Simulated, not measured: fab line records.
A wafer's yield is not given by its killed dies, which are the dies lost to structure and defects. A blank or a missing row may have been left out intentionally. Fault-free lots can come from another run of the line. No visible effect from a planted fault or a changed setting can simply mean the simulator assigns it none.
fab line records	flow sky130
record: lots: 14	wafers: 42	lastDay: 50
route steps=708 shown VIA1@478 METAL2@488 METAL3@532 CAPM@550
lots untouched by any fault: they come from a run of this same line in which no faults occurred
startH: hours from the record's first day to the start of the lot's first wafer shown	waitH: hours elapsed since this lot's preceding step	" identical to the entry in the row above	L1.1+2: one row covering several wafers at once	- no value, or no start was given	* or withheld: withheld	< > ~ a bound
route shown NAME@n: NAME is a module with steps in the file, n the number in the route of the first one	usual: mean/standard deviation of fault-free wafers	same: alike in all rows	chamber/n: place in a boat	sites: readings site by site	_std_site: the standard deviation of these	_edge_site: mean of outer sites minus mean of inner sites	radiusMm: how far each site lies from the wafer's centre	mask NAME#n: copy n	behind: the tool/chamber that last shaped the wafer	hold: the reason the lot was held/the length of the hold in hours/how it ended	device: which transistor (n, p or np) failed to switch	end of line: tests run on the same wafers once the route is complete	for a step that has no rows: nothing shown but its recipe	killed: not the wafer's yield, but the dies lost to structure and defects at the first sort	map: the dies of a wafer, with x for killed, . for not killed, _ for no die there
set.NAME: the setting the step ran with; set.NAME@STEP: the setting that earlier step ran with	model.NAME: the simulator's own value behind a step, which no gauge read
the route's steps for a sample of lots (tables are steps, rows are wafers)
services: a tool's chamber out of use, with start hour (startH, from the record's first day; less than 0 if before it), hours out, and reason
== steps ==
step: SKY_VIA1_SPUTTER_20
recipe: material: TiN	targetThkNm: 20	chamberPressurePa: 5	powerW: 4000	timeS: 80
usual: cathodeDcPowerW: 4000.0/0.77	chamberPressurePa: 4.999/0.011	throttleValvePct: 30.0/1.2
lot.wafer	tool	chamber	startH	waitH	cathodeDcPowerW	chamberPressurePa	throttleValvePct
L625.2	pvdSputter-01	-	785.91	0.0	4000.5	5.003	30.9
L625.3	"	-	"	"	4000.2	4.995	29.5
L625.6	"	-	"	"	4000.6	5.015	29.7
L626.1	pvdSputter-02	-	798.44	0.0	3999.9	5.009	29.0
L626.3	"	-	"	"	3999.4	4.991	29.4
L626.6	"	-	"	"	3999.6	5.000	30.3
L627.4	pvdSputter-01	-	819.40	0.0	-	-	-
L627.5	"	-	"	"	-	-	-
L627.6	"	-	"	"	-	-	-
L628.1	pvdSputter-01	-	823.40	0.0	-	-	-
L628.4	"	-	"	"	-	-	-
L628.5	"	-	"	"	-	-	-
L637.1	pvdSputter-01	-	890.53	0.0	4000.9	4.999	29.7
L637.2	"	-	"	"	4000.6	5.001	28.8
L637.4	"	-	"	"	4000.6	4.989	30.7
L639.1	pvdSputter-02	-	909.21	0.0	4000.2	4.993	28.1
L639.2	"	-	"	"	4001.1	5.004	28.9
L639.5	"	-	"	"	4001.4	5.009	29.1
L640.3	pvdSputter-01	-	913.56	0.0	3999.3	4.967	29.5
L640.4	"	-	"	"	4000.2	5.000	29.8
L640.5	"	-	"	"	4000.9	4.990	30.8
L641.1	pvdSputter-04	-	926.43	0.0	3999.7	5.014	31.1
L641.3	"	-	"	"	3999.7	5.000	31.5
L641.5	"	-	"	"	4002.5	4.998	30.8
L642.4	pvdSputter-01	-	943.23	0.0	3999.6	4.974	29.0
L642.5	"	-	"	"	3999.0	5.005	29.7
L642.6	"	-	"	"	4001.1	5.004	30.6
L643.2	pvdSputter-04	-	944.62	0.0	3999.9	4.997	31.3
L643.3	"	-	"	"	3998.6	4.993	31.2
L643.5	"	-	"	"	4000.3	5.005	32.6
L644.1	pvdSputter-01	-	944.69	0.0	4000.4	5.010	29.5
L644.3	"	-	"	"	3998.8	5.005	29.0
L644.5	"	-	"	"	4000.3	5.002	31.0
L646.2	pvdSputter-04	-	954.10	0.0	3999.3	5.021	32.8
L646.3	"	-	"	"	3999.9	5.002	31.4
L646.5	"	-	"	"	3998.2	5.019	32.4
L647.2	pvdSputter-04	-	955.95	0.0	3999.6	5.003	31.3
L647.3	"	-	"	"	4000.5	5.008	31.0
L647.5	"	-	"	"	4000.6	5.016	32.3
L648.2	pvdSputter-02	-	964.63	0.0	3999.7	5.016	28.2
L648.3	"	-	"	"	4000.6	5.002	28.9
L648.4	"	-	"	"	3999.8	4.991	30.2
step: SKY_METAL2_RS_MEAS_05
recipe: thkMeasGauge: four-point-probe	reads: TiN_of_METAL2_SPUTTER_04+Ti_of_METAL2_SPUTTER_03+AlCu_of_METAL2_SPUTTER_02+TiN_of_METAL2_SPUTTER_01+Ti_of_METAL2_SPUTTER_00
usual: METAL2_ALCU_RS: 0.1266/0.0012
lot.wafer	tool	chamber	startH	waitH	METAL2_ALCU_RS[ohm/sq]
L625.2	filmMetro-02	-	786.70	0.0	0.1275
L625.3	"	-	"	"	0.1295
L625.6	"	-	"	"	0.1283
L626.1	filmMetro-01	-	799.21	0.0	0.1265
L626.3	"	-	"	"	0.1269
L626.6	"	-	"	"	0.1254
L637.1	filmMetro-01	-	891.31	0.0	0.1268
L637.2	"	-	"	"	0.1270
L637.4	"	-	"	"	0.1255
L639.1	filmMetro-02	-	909.98	0.0	0.1258
L639.2	"	-	"	"	0.1241
L639.5	"	-	"	"	0.1255
L640.3	filmMetro-01	-	914.38	0.1	0.1260
L640.4	"	-	"	"	0.1266
L640.5	"	-	"	"	0.1261
L641.1	filmMetro-01	-	927.21	0.0	0.1250
L641.3	"	-	"	"	0.1249
L641.5	"	-	"	"	0.1249
L642.4	filmMetro-03	-	944.19	0.1	0.1277
L642.5	"	-	"	"	0.1272
L642.6	"	-	"	"	0.1278
L643.2	filmMetro-02	-	945.65	0.0	0.1256
L643.3	"	-	"	"	0.1261
L643.5	"	-	"	"	0.1254
L644.1	filmMetro-01	-	945.93	0.0	0.1280
L644.3	"	-	"	"	0.1271
L644.5	"	-	"	"	0.1277
L646.2	filmMetro-02	-	954.89	0.0	0.1274
L646.3	"	-	"	"	0.1277
L646.5	"	-	"	"	0.1277
L647.2	filmMetro-03	-	956.75	0.0	0.1254
L647.3	"	-	"	"	0.1261
L647.5	"	-	"	"	0.1251
L648.2	filmMetro-03	-	965.43	0.0	0.1280
L648.3	"	-	"	"	0.1276
L648.4	"	-	"	"	0.1288
step: SKY_METAL3_SPUTTER_00
recipe: material: Ti	targetThkNm: 15	powerW: 3000	timeS: 10	chamberPressurePa: 0.4
usual: cathodeDcPowerW: 3000.1/0.59	chamberPressurePa: 0.4000/0.00091	throttleValvePct: 29.8/0.97
lot.wafer	tool	chamber	startH	waitH	cathodeDcPowerW	chamberPressurePa	throttleValvePct
L625.2	pvdSputter-03	-	844.32	0.1	2998.9	0.3992	30.5
L625.3	"	-	"	"	3000.4	0.4003	30.3
L625.6	"	-	"	"	2998.7	0.4004	29.4
L626.1	pvdSputter-01	-	856.51	0.2	2999.7	0.3987	30.9
L626.3	"	-	"	"	3000.4	0.3973	29.5
L626.6	"	-	"	"	3000.3	0.3987	30.7
L637.1	pvdSputter-03	-	944.29	0.1	2999.8	0.4007	30.5
L637.2	"	-	"	"	3000.7	0.3994	29.4
L637.4	"	-	"	"	3000.0	0.4010	31.4
L639.1	pvdSputter-03	-	961.75	0.1	3000.1	0.4008	30.4
L639.2	"	-	"	"	3000.3	0.4006	31.4
L639.5	"	-	"	"	3000.5	0.3995	31.3
L640.3	pvdSputter-02	-	965.96	0.1	2999.7	0.4003	30.2
L640.4	"	-	"	"	3001.2	0.3995	29.3
L640.5	"	-	"	"	3001.1	0.4001	29.6
L641.1	pvdSputter-03	-	978.45	0.2	3000.8	0.3994	31.4
L641.3	"	-	"	"	2999.8	0.4006	29.6
L641.5	"	-	"	"	3000.1	0.4008	31.5
L642.4	pvdSputter-01	-	995.02	0.1	2999.9	0.3997	29.8
L642.5	"	-	"	"	3000.0	0.3981	29.5
L642.6	"	-	"	"	2999.2	0.3996	29.5
L643.2	pvdSputter-03	-	996.16	0.2	3000.9	0.4003	30.3
L643.3	"	-	"	"	2999.7	0.3992	31.3
L643.5	"	-	"	"	3000.3	0.4004	29.2
L644.1	pvdSputter-02	-	996.45	0.1	3000.8	0.4015	28.1
L644.3	"	-	"	"	3000.6	0.3988	28.6
L644.5	"	-	"	"	3000.5	0.3998	29.4
L646.2	pvdSputter-03	-	1003.62	0.2	2999.7	0.4004	30.4
L646.3	"	-	"	"	3000.0	0.4017	31.5
L646.5	"	-	"	"	3000.4	0.4004	30.2
L647.2	pvdSputter-02	-	1007.82	0.1	2999.5	0.4002	28.7
L647.3	"	-	"	"	3000.3	0.3995	28.1
L647.5	"	-	"	"	2999.7	0.4011	29.3
L648.2	pvdSputter-01	-	1017.85	0.2	2999.7	0.4015	30.6
L648.3	"	-	"	"	2999.1	0.4010	29.4
L648.4	"	-	"	"	2999.1	0.4007	29.6
step: SKY_CAPM_METAL_ETCH_13
recipe: targetDepthNm: 220	stopOn: SiO2	chemistry: Cl2/BCl3	target: TiN	pressureMtorr: 10	icpW: 900	biasW: 48.5	Cl2_flow_sccm: 60	bcl3FlowSccm: 30	timeS: 62.9
usual: chamberPressureMTorr: 10.000/0.009	drypumpMotorCurrentA: 5.8/0.35	oesProductAu: 0.939/0.0064	throttleValvePct: 21.902/0.0085
lot.wafer	tool	chamber	startH	waitH	chamberPressureMTorr	drypumpMotorCurrentA	oesProductAu	rfHoursCounterH	throttleValvePct
L625.2	rieMetal-02	0	871.10	0.0	10.012	5.6	0.936	1	21.915
L625.3	"	0	"	"	9.998	5.6	0.937	-	21.909
L625.6	"	0	"	"	10.001	5.6	0.934	-	21.890
L626.1	rieMetal-02	0	883.02	0.0	9.995	5.6	0.932	1	21.903
L626.3	"	0	"	"	10.001	5.6	0.942	-	21.899
L626.6	"	1	"	"	10.003	5.7	0.935	-	21.903
L637.1	rieMetal-01	0	969.21	0.0	9.988	6.4	0.943	11	21.899
L637.2	"	1	"	"	9.997	5.3	0.938	13	21.898
L637.4	"	1	"	"	9.995	5.3	0.944	-	21.904
L639.1	rieMetal-01	0	985.70	0.0	9.988	6.4	0.940	12	21.895
L639.2	"	0	"	"	10.005	6.4	0.932	-	21.902
L639.5	"	0	"	"	9.996	6.4	0.935	-	21.910
L640.3	rieMetal-01	0	991.42	0.1	9.999	6.4	0.928	-	21.906
L640.4	"	0	"	"	9.997	6.4	0.937	-	21.899
L640.5	"	0	"	"	9.988	6.4	0.934	-	21.906
L641.1	rieMetal-01	1	1001.00	0.0	9.996	5.3	0.935	14	21.885
L641.3	"	1	"	"	10.013	5.3	0.939	-	21.893
L641.5	"	0	"	"	9.993	6.4	0.937	-	21.900
L642.4	rieMetal-04	0	1018.44	0.0	10.003	5.7	0.940	-	21.905
L642.5	"	1	"	"	9.997	6.1	0.930	-	21.905
L642.6	"	0	"	"	9.996	5.7	0.938	-	21.903
L643.2	rieMetal-02	1	1018.95	0.0	9.990	5.7	0.950	12	21.902
L643.3	"	1	"	"	10.002	5.7	0.943	-	21.897
L643.5	"	1	"	"	9.976	5.7	0.953	-	21.906
L644.1	rieMetal-04	0	1019.66	0.0	9.997	5.7	0.938	19	21.905
L644.3	"	1	"	"	9.984	6.0	0.937	-	21.904
L644.5	"	0	"	"	10.026	5.7	0.942	-	21.918
L646.2	rieMetal-01	0	1026.45	0.0	10.010	6.4	0.934	16	21.895
L646.3	"	1	"	"	9.986	5.3	0.935	-	21.919
L646.5	"	1	"	"	10.017	5.3	0.936	-	21.884
L647.2	rieMetal-01	1	1030.46	0.0	10.011	5.3	0.941	16	21.908
L647.3	"	0	"	"	9.990	6.4	0.941	-	21.902
L647.5	"	1	"	"	10.007	5.2	0.948	-	21.909
L648.2	rieMetal-01	1	1040.56	0.0	9.994	5.3	0.939	16	21.896
L648.3	"	1	"	"	9.994	5.3	0.932	-	21.906
L648.4	"	0	"	"	9.998	6.4	0.933	-	21.900
== services ==
tool	chamber	startH	hours	kind
pvdSputter-02	-	767.52	5.3	repair
pvdSputter-01	-	781.14	1.9	repair
pvdSputter-04	-	819.28	1.4	repair
rieMetal-01	0	829.84	4.3	repair
pvdSputter-04	-	833.20	7.6	repair
rieMetal-02	0	839.49	-	clean
rieMetal-02	0	839.49	20.3	scheduledDown
rieMetal-02	0	839.49	20.3	ventCycle
rieMetal-01	-	863.92	2.8	pm
pvdSputter-04	-	892.02	9.0	repair
pvdSputter-03	-	931.22	1.7	repair
pvdSputter-04	-	939.78	1.8	repair
pvdSputter-03	-	942.46	1.6	repair
rieMetal-01	1	980.49	15.3	repair
rieMetal-02	-	980.72	14.6	pm
rieMetal-02	-	1000.60	0.7	repair
rieMetal-04	-	1010.92	2.8	pm
== key ==
firstSign: step: SKY_VIA1_SPUTTER_20	reading: toolRecord	direction: missing
effect none on later readings
metAt SKY_VIA1_SPUTTER_20
struckLots L627,L628
laterRowsLeftOut L627.4,L627.5,L627.6,L628.1,L628.4,L628.5
sortLeftOut L627.4,L627.5,L627.6,L628.1,L628.4,L628.5
notActingAt SKY_METAL2_RS_MEAS_05,SKY_METAL3_SPUTTER_00,SKY_CAPM_METAL_ETCH_13
onsetBetween 785.91 819.40
fault: kind: skippedStepWhole	tool: pvdSputter-01	chamber: -	onsetH: 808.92	steps: SKY_VIA1_SPUTTER_20	scope: struckLotsOnly
sortLeftOut: the simulated sort isn't trusted on such a fault, so these wafers' sort isn't shown, and their yield isn't known
laterRowsLeftOut: the simulator's readings of these wafers behind a module that went badly wrong aren't trusted and aren't shown, but for the sort
